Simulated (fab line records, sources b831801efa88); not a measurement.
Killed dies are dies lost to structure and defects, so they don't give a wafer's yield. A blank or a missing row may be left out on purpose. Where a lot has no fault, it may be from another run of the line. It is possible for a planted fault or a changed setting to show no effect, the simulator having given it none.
Struck lot and sound lot, side by side ; flow gf180mcu ; 14 steps out of a route of 602
Sound: these wafers, L375.1, L375.2, L375.6. The struck wafers were L370.1, L370.2, L370.6. The cause comes at the end.
Each step with rows lists, per side, the tool, then ch with its chambers, then its first start. Under that, the readings that differ: sound wafers ; struck wafers ; difference of the means ; sigmas: that difference in standard deviations of wafers without a fault.
alike: a reading whose means differ by less than 2 such deviations, as well as words and numbers matching on both sides. not compared: withheld readings; readings where some wafer has no value; bounds like >300 that might hide an equal value; numbers whose values overlap and for which the record gives no deviation.
A row with sigmas, a row that says differs or no value, or rows on one side alone: a step with any of these is where the two part. When numbers do not overlap yet have no deviation, they are printed without sigmas and do not part them. A reading missing from all wafers of one side parts the sides only when that side holds two or more wafers.

first, 4 steps without rows for these wafers: GF_HV_LDD_IMPLANT_33; GF_HV_LDD_IMPLANT_34; GF_HV_LDD_IMPLANT_35; GF_HV_LDD_IMPLANT_36.
GF_HV_LDD_STRIP_37: strips in O2/N2.
  sound on plasmaAsher-03 ch 0,1, day 16 03:52; struck on plasmaAsher-02 ch 0,1, day 14 06:37
reading;sound;struck;difference;sigmas
stripTimeToEndpointS (s);12.59 12.62 12.60;12.68 12.66 12.68;+0.07;+2
  alike: drypumpMotorCurrentA, heaterPowerW, oesProductAu
  not compared: rfHoursCounterH
GF_HV_LDD_TW_MEAS_38:
  struck on filmMetro-04, day 14 06:43; sound on filmMetro-03, day 16 03:58
reading;sound;struck;difference;sigmas
HV_LDD_3_TW;1455 1451 1447;1410 1416 1418;-36;-3
then, 6 steps without rows for these wafers: GF_HV_LDD_DEHYDRATE_39 (time 60 s); GF_HV_LDD_HMDS_40 (prime time 60 s); GF_HV_LDD_COAT_41 (resist thk 1000 nm); GF_HV_LDD_SOFTBAKE_42 (time 60 s); GF_HV_LDD_EXPOSE_43 (exposes mask Pplus HV AREA, target cd 400 nm); GF_HV_LDD_PEB_44.
GF_HV_LDD_DEVELOP_45: develop time 60 s.
  struck on lithoTrack-01, day 15 02:44; sound on lithoTrack-02 ch 0, day 17 02:02
  no value came back on the struck wafers for chillPlateTempC (C), developTimeS (s); on the sound wafers chillPlateTempC (C) reads 23.03 23.05 23.13
GF_HV_LDD_CD_MEAS_46 targets a cd of 400 nm.
  struck on cdSem-01, day 15 02:53; sound on cdSem-02, day 17 02:11
reading;sound;struck;difference;sigmas
cdNm (nm);401.9 399.9 402.1;- - -;no value on the struck wafers;

## WHERE THEY PART
At GF_HV_LDD_STRIP_37 first; at GF_HV_LDD_CD_MEAS_46 last (within this record only).

WHY: what had been put in by the simulator
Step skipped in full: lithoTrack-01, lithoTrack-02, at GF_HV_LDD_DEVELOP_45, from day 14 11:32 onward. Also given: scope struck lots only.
